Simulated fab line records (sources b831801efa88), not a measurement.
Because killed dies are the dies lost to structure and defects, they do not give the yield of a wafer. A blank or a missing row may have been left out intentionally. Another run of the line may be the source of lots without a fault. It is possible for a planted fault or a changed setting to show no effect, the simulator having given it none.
Matching of chambers	flow sky130	4 sister chambers for SKY_VIA1_ETCH_14 on rie diel-02
The step etches BARC in N2/H2, stops on SiO2, time 45.9 s, target depth 60 nm. 16 wafers are shown with their chamber, then 8 later ones without.

== EACH WAFER AND ITS CHAMBER ==
wafer	chamber	drypump motor current A (A)	throttle valve pct (%)	oes product au (a.u.)
L077.1	0	5.62	13.213	0.849
L077.4	2	5.55	13.222	0.849
L077.6	0	5.66	13.225	0.864
L079.2	2	5.58	13.212	0.861
L079.3	1	5.89	13.233	0.851
L079.4	0	5.63	13.236	0.855
L081.1	2	5.57	13.235	0.859
L081.4	1	5.93	13.227	0.850
L081.5	2	5.60	13.226	0.863
L082.1	1	5.92	13.217	0.859
L082.5	0	5.64	13.215	0.866
L082.6	2	5.55	13.238	0.858
L088.2	1	5.91	13.224	0.854
L088.5	2	5.54	13.224	0.864
L088.6	3	5.32	13.215	0.860
L090.1	2	5.57	13.225	0.857

SIGNATURES (averages over the wafers above)
reading	chamber 0	chamber 1	chamber 2	chamber 3	scatter within a chamber
drypump motor current A	5.6375	5.9125	5.5657	5.3200	0.019
throttle valve pct	13.22225	13.22525	13.22600	13.21500	0.00871
oes product au	0.85850	0.85350	0.85871	0.86000	0.00568
Rule: a wafer's distance from a chamber is the root of the sum, over the readings, of the square of ((its reading less the chamber's mean) divided by the reading's scatter). If the next closest chamber is less than 2 further off than the closest, the wafer can't be placed; otherwise it belongs to the closest. How the scatter is found: for the shown wafers, subtract from each reading the mean of its chamber, square and add these, divide the total by (wafers less chambers), then take the root.

== WAFERS WITH NO CHAMBER GIVEN ==
wafer	drypump motor current A (A)	throttle valve pct (%)	oes product au (a.u.)
L090.2	5.92	13.230	0.857
L090.4	5.33	13.219	0.866
L091.4	5.64	13.221	0.862
L091.5	5.32	13.227	0.857
L091.6	5.56	13.213	0.857
L093.1	5.92	13.230	0.854
L093.4	5.57	13.221	0.859
L093.5	5.94	13.229	0.847

== WHICH CHAMBER EACH ONE RAN IN ==
wafer	from the rows above	in truth
L090.2	1	1
L090.4	3	3
L091.4	0	0
L091.5	3	3
L091.6	2	2
L093.1	1	1
L093.4	2	2
L093.5	1	1
Correctly placed: 8 of 8. Left unplaced by these rows: 0. Wrongly placed: 0.
